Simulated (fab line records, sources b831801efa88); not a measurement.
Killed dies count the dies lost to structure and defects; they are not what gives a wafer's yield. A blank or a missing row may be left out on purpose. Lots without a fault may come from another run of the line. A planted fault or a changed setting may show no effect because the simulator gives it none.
8D (eight disciplines) problem report, filled in by code | flow gf180mcu | the parts of the form that need people (team, actions taken, sign-off) are left out

== 1. THE ISSUE ==
Mean HV_LDD_01_OVL at GF_HV_LDD_OVL_MEAS_20: 51.7 nm over 6 wafers in 2 lots; fault-free wafers: 1.0 nm, standard deviation 1.4. Measured from the usual mean, that is +36 standard deviations.
The first sign was on wafer L748.1 at day 14 12:39, on overlay-02. The record has a number at this step for 42 wafers belonging to 14 lots. Rule for "out" (also "out of limits"): further than 4 standard deviations from the usual mean. The rest of the wafers with a number are treated as sound.

== 2. WHAT IT IS, WHAT IT ISN'T ==
question                    | is                     | is not
which readings at this step | HV_LDD_01_OVL          | -
which lots                  | L748, L749             | L736, L737, L738, L739, L740, L741, L742, L746, L750, L753, L755, L758
which wafers of those lots  | all that have a number | -
read on which gauges        | overlay-01, overlay-02 | -
when                        | from day 14 12:39      | up to then (24 sound wafers); but 12 sound wafers of L750, L753, L755, L758 came after

== 3. SUSPECTS, AND WHAT RULES EACH OUT ==
Counting: a tool at a process step up to the reading stays a suspect if it ran every lot that is out and no sound lot after the first of them.
- the gauge at GF_HV_LDD_OVL_MEAS_20 has been ruled out. Those wafers that are out were read across 2 gauges (overlay-01, overlay-02).
- iline stepper-02 at GF_HV_LDD_EXPOSE_16 (exposes mask Pplus LV AREA, target cd 400 nm): kept. All lots that are out passed through it, beginning with L748 at day 14 03:19, and no sound lot followed; its final sound lot before that point was L746 at day 13 19:24.
After counting, what remains is iline stepper-02 at GF_HV_LDD_EXPOSE_16.

== 4. THE CAUSE (what the simulator had put in) ==
Scanner matching overlay: iline stepper-02, from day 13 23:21 on, at GF_HV_LDD_EXPOSE_16. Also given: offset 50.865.
The count eliminated every tool but this one.

== 5. SEQUENCE OF EFFECTS, ordered by route ==
Rows list readings where the struck wafers' mean (over those with a number) sits beyond 3 standard deviations from the usual. Only readings whose record carries a usual standard deviation are examined. hours: median over the lots of the time between each lot's start at the first step of this table that gives one and its start at this step. sigmas: the change, counted in usual standard deviations.
hours | step                  | reading       | usual  | on struck wafers | change | sigmas
0     | GF_HV_LDD_OVL_MEAS_20 | HV_LDD_01_OVL | 1.0 nm | 51.7             | +50.7  | +36

== 6. WHAT WOULD HAVE CAUGHT IT SOONER ==
In this record the first reading out of limits at a measuring or inspecting step was taken at day 14 12:39, 13 hours after the fault began at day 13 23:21.
By day 14 12:39 the whole set of lots that are out, 2 in number, had already begun GF_HV_LDD_EXPOSE_16 on iline stepper-02. Tool hold at that time: it would have spared none of them.
